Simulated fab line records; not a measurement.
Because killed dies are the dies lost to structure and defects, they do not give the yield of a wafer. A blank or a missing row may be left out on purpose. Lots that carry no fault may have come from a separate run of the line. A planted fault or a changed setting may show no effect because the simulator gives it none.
A struck lot beside a sound one | flow gf180mcu | 27 out of 602 route steps
Sound: wafers L995.3, L995.4, L995.6. Wafers L101.1, L101.4, L101.6 were the ones struck. Last of all comes the cause.
Order at every step that has rows: each side's tool, ch and its chambers, its first start. Under that, the readings that differ: sound wafers | struck wafers | difference of the means | sigmas: that difference in standard deviations of wafers without a fault.
alike: words and numbers the same on both sides, and readings whose means are apart by under 2 such deviations; not compared: readings that were withheld, readings missing a value for some wafer, numbers with overlapping values and no deviation given by the record, and bounds like >300 which may hide the same value.
The two part at a step that has a row with sigmas, a row that says differs or no value, or rows on one side only. Non-overlapping numbers with no deviation appear without sigmas and do not part them. Lack of a reading on every wafer of one side parts them only where that side has two or more wafers.

GF_CONTACT_ETCH_17: etches SiO2 in C4F8/O2/Ar, stops on CoSi2, target depth 860 nm.
  sound on rie diel-04 ch 0,1,2; struck on rie diel-04 ch 0,2
  alike: oes product au
GF_CONTACT_STRIP_18: strips in O2/N2.
  sound on plasma asher-03 ch 0,1, day 18 06:16; struck on plasma asher-02 ch 0,1, day 20 15:06
  alike: drypump motor current A, heater power w, oes product au
  not compared: rf hours counter h
then, 6 steps without rows for these wafers: GF_CONTACT_CLEAN_19 (cleans in SPM); GF_CONTACT_CLEAN_20 (cleans in DIW); GF_CONTACT_CLEAN_21 (cleans in dHF, time 20 s); GF_CONTACT_SPUTTER_22 (material Ti, target thk 15 nm, time 80.02 s); GF_CONTACT_SPUTTER_23 (material TiN, target thk 10 nm, time 40 s); GF_CONTACT_CVD_24 (deposits W, target thk 300 nm, time 90.339 s).
GF_CONTACT_RS_MEAS_25: uses a four-point probe to measure.
  struck on film metro-02, day 20 15:36; sound on film metro-03, day 18 06:52
  alike: CONTACT_W_RS
GF_CONTACT_THK_MEAS_26: measures by xrf.
  struck on film metro-02, day 20 15:43; sound on film metro-03, day 18 06:58
  alike: CONTACT_W_THK
then, 2 steps without rows for these wafers: GF_CONTACT_CMP_27 (polishes, stops on SiO2, t overpolish 15 s, target thk 0 nm); GF_M1_SPUTTER_00 (material Ti, target thk 37.5 nm, time 150 s).
GF_M1_SPUTTER_01: material TiN, target thk 30 nm, time 25 s.
  struck on pvd sputter-01, day 20 16:11; sound on pvd sputter-04, day 18 07:25
  no value came back on the struck wafers for cathode dc power W (W), chamber pressure pa (Pa), throttle valve pct (%); on the sound wafers cathode dc power W (W) reads 6502.0 6500.3 6499.9
GF_M1_SPUTTER_02: material AlCu, target thk 450 nm, time 23.9 s.
  struck on pvd sputter-01, day 20 16:13; sound on pvd sputter-04, day 18 07:26
  alike: cathode dc power W, chamber pressure pa, throttle valve pct
then, 1 step without rows for these wafers: GF_M1_SPUTTER_03 (material Ti, target thk 10 nm, time 6.7 s).
GF_M1_SPUTTER_04: material TiN, target thk 50 nm, time 41.7 s.
  struck on pvd sputter-01, day 20 16:16; sound on pvd sputter-04, day 18 07:29
  alike: cathode dc power W, chamber pressure pa, throttle valve pct
then, 7 steps without rows for these wafers: GF_M1_DEHYDRATE_07 (time 60 s); GF_M1_HMDS_08 (prime time 60 s); GF_M1_COAT_09 (resist thk 1000 nm); GF_M1_SOFTBAKE_10 (time 60 s); GF_M1_EXPOSE_11 (exposes mask Metal1, target cd 230 nm); GF_M1_PEB_12 (peb time 90 s); GF_M1_DEVELOP_13 (develop time 60 s).
GF_M1_CD_MEAS_14: the cd target is 230 nm.
  struck on cd sem-02, day 21 16:46; sound on cd sem-01, day 19 06:42
  alike: cd nm
GF_M1_OVL_MEAS_15:
  struck on overlay-01, day 21 16:53; sound on overlay-02, day 19 06:47
  alike: M1_OVL
GF_M1_METAL_ETCH_16: etches the open film in Cl2/BCl3, stops on SiO2, target depth 627.5 nm, time 104.6 s.
  sound on rie metal-04 ch 0,1, day 19 06:51; struck on rie metal-04 ch 1, day 21 16:55
  reading                | sound                | struck               | difference | sigmas
  oes product au (a.u.)  | 0.966 0.970 0.975    | 0.931 0.942 0.934    | -0.035     | -5
  throttle valve pct (%) | 28.262 28.240 28.250 | 28.298 28.284 28.291 | +0.040     | +4
  alike: drypump motor current A
  not compared: rf hours counter h
GF_M1_STRIP_17: strips in O2/N2.
  sound on plasma asher-04 ch 0,1, day 19 06:58; struck on plasma asher-04 ch 0,1, day 21 17:08
  alike: drypump motor current A, heater power w, oes product au, strip time to endpoint s
  not compared: rf hours counter h

## WHERE THEY PART
At GF_M1_SPUTTER_01 first; at GF_M1_METAL_ETCH_16 last (within this record only). Later steps at which nothing parts them and some readings are alike: GF_M1_STRIP_17.

WHY: the cause the simulator had injected
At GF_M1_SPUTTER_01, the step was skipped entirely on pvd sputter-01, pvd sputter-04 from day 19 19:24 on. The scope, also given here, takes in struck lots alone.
